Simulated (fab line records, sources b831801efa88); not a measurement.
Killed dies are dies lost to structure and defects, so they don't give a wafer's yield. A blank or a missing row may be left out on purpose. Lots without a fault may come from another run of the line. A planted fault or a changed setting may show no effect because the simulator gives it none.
One fault seen from 2 desks | flow gf180mcu | each desk has only its own numbers; what lay behind them comes last

THE TOOL OWNER'S DESK: implanter-03
The tool's own readings at GF_HV_LDD_IMPLANT_48: means of the sampled wafers that have a number, for each lot that ran on this tool. A lot is out of limits, marked OUT, if its mean lies more than 4 standard deviations from the usual mean; the brackets give that distance.
Columns: A = beam_energy_keV at GF_HV_LDD_IMPLANT_48, usual 25.000
lot  | first seen here | A
L701 | day 13 15:07    | 25.007
L703 | day 14 03:40    | 25.003
L704 | day 14 15:38    | 25.002
L706 | day 15 07:19    | 25.006
L709 | day 16 06:37    | 24.993
L711 | day 16 21:50    | 34.108 (+99 or more) OUT
L712 | day 17 08:26    | 34.101 (+99 or more) OUT
This desk's finding: out of limits on L711, L712; first on L711, day 16 21:50 (beam_energy_keV at GF_HV_LDD_IMPLANT_48). In limits: L701, L703, L704, L706, L709.

THE METROLOGY DESK
What the gauges read, lot by lot, whatever tool the lot ran on: means of the sampled wafers that have a number. A lot is out of limits, marked OUT, if its mean lies more than 4 standard deviations from the usual mean; the brackets give that distance.
Columns: A = VT_IMPLANT_TW at GF_VT_IMPLANT_TW_MEAS_10, usual 574; B = cd_nm at GF_HV_LDD_CD_MEAS_31, usual 399.9 nm; C = HV_LDD_4_TW at GF_HV_LDD_TW_MEAS_50, usual 572
lot  | first seen here | A   | B     | C
L698 | day 5 16:26     | 575 | 403.5 | 572
L700 | day 6 06:59     | 577 | 398.7 | 572
L701 | day 6 12:29     | 572 | 398.3 | 576
L703 | day 7 00:26     | 576 | 400.9 | 575
L704 | day 7 08:08     | 574 | 399.5 | 574
L706 | day 7 19:10     | 574 | 403.1 | 571
L709 | day 8 14:20     | 570 | 396.6 | 566
L711 | day 9 01:02     | 577 | 399.0 | 606 (+8.6) OUT
L712 | day 9 08:14     | 575 | 402.9 | 602 (+7.6) OUT
L713 | day 9 13:29     | 573 | 400.1 | 579
L716 | day 10 06:38    | 576 | 399.1 | 571
L718 | day 10 20:32    | 577 | 398.0 | 573
L720 | day 11 11:12    | 571 | 399.9 | 574
This desk's finding: out of limits on L711, L712; first on L711, day 16 22:05 (HV_LDD_4_TW at GF_HV_LDD_TW_MEAS_50). In limits: L698, L700, L701, L703, L704, L706, L709, L713, L716, L718, L720.

PUT TOGETHER
The tool owner's desk could have raised an alarm at day 16 21:50, on L711, L712.
The metrology desk could have raised an alarm at day 16 22:05, on L711, L712.
Of the lots named, all ran GF_HV_LDD_IMPLANT_48 on implanter-03.

WHAT THE SIMULATOR HAD PUT IN
Process parameter drift: implanter-03, from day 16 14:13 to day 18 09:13, at GF_HV_LDD_IMPLANT_48. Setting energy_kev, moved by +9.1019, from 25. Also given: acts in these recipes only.
Lots struck among those shown: L711, L712.
Hours from the fault's start to each desk's first reading out of limits: the tool owner's desk, 8; the metrology desk, 8.
